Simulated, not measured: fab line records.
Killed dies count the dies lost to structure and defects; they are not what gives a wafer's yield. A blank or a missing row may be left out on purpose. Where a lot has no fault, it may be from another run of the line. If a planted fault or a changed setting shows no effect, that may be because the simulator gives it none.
Chamber matching :: flow sfq line :: rie diel-01 running SFQ_TRILAYER_I1_VIA_ETCH_VIA_ETCH_052: 4 sister chambers
The step etches SiO2 in CHF3, stops on Nb, target depth 260 nm. 4 wafers are shown with their chamber, then 7 later ones without.

EACH WAFER AND ITS CHAMBER
wafer: L973.4
chamber: 1
bias w (W): 80.20

wafer: L983.6
chamber: 0
bias w (W): 79.58

wafer: L984.1
chamber: 2
bias w (W): 80.06

wafer: L984.2
chamber: 3
bias w (W): 79.81

WAFERS WITHOUT THEIR CHAMBER
wafer: L984.5
bias w (W): 80.25

wafer: L985.1
bias w (W): 80.21

wafer: L985.2
bias w (W): 80.06

wafer: L985.5
bias w (W): 79.89

wafer: L988.2
bias w (W): 80.71

wafer: L988.4
bias w (W): 79.70

wafer: L988.5
bias w (W): 79.96

THE CHAMBER EACH PASSED THROUGH
wafer: L984.5
from the rows above: can't be placed: 1 or 2 or 3
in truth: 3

wafer: L985.1
from the rows above: can't be placed: 1 or 2 or 3
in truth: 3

wafer: L985.2
from the rows above: can't be placed: 2 or 1 or 3
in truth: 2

wafer: L985.5
from the rows above: can't be placed: 3 or 2 or 0 or 1
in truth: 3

wafer: L988.2
from the rows above: can't be placed: 1 or 2 or 3
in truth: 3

wafer: L988.4
from the rows above: can't be placed: 3 or 0 or 2 or 1
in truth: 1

wafer: L988.5
from the rows above: can't be placed: 2 or 3 or 1 or 0
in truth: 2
Correctly placed: 0 of 7. Unplaceable from these rows: 7, with the true chamber sitting among the candidates in 7. Number placed wrongly: 0.
How it was worked out, from the rows above alone: a wafer's distance from a chamber is the root of the sum, over the readings, of the square of ((its reading less the chamber's mean) divided by the reading's scatter). If the next closest chamber is less than 2 further off than the closest, the wafer can't be placed; otherwise it belongs to the closest. The mean given for a chamber averages the wafers shown for that chamber. The scatter (one wafer shown for each chamber): square how far every hidden wafer sits from the nearest shown wafer, average those squares and take the square root.
